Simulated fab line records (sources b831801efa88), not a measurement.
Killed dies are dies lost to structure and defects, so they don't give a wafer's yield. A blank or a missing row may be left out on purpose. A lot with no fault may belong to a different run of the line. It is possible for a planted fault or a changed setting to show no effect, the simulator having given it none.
Chamber matching | flow gf180mcu | GF_V3_CVD_02 on pecvd-01 has 3 sister chambers
The step deposits SiO2 from TEOS, target thk 850 nm, time 94.851 s. 3 wafers are shown with their chamber, then 9 later ones without.

== WAFERS PAIRED WITH THEIR CHAMBERS ==
wafer  | chamber | heater_power_w (W)
L090.3 | 2       | 493
L090.4 | 0       | 788
L090.5 | 1       | 589

== WAFERS MISSING THEIR CHAMBER ==
wafer  | heater_power_w (W)
L092.1 | 668
L092.2 | 789
L092.3 | 490
L092.4 | 828
L092.5 | 513
L092.6 | 697
L095.3 | 714
L095.5 | 516
L095.6 | 559

== WHICH CHAMBER EACH WENT THROUGH ==
wafer  | from the rows above          | in truth
L092.1 | can't be placed: 1 or 0 or 2 | 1
L092.2 | 0                            | 0
L092.3 | can't be placed: 2 or 1      | 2
L092.4 | 0                            | 0
L092.5 | can't be placed: 2 or 1      | 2
L092.6 | can't be placed: 0 or 1      | 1
L095.3 | can't be placed: 0 or 1      | 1
L095.5 | can't be placed: 2 or 1      | 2
L095.6 | can't be placed: 1 or 2      | 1
Correctly placed: 2 of 9. Not placeable from these rows: 7 (in 7, the candidates include the true chamber). Placed wrongly: 0.
How it was worked out, from the rows above alone: a wafer's distance from a chamber is the root of the sum, over the readings, of the square of ((its reading less the chamber's mean) divided by the reading's scatter). If the next closest chamber is less than 2 further off than the closest, the wafer can't be placed; otherwise it belongs to the closest. The mean given for a chamber averages the wafers shown for that chamber. The scatter (one wafer shown for each chamber): square how far every hidden wafer sits from the nearest shown wafer, average those squares and take the square root.
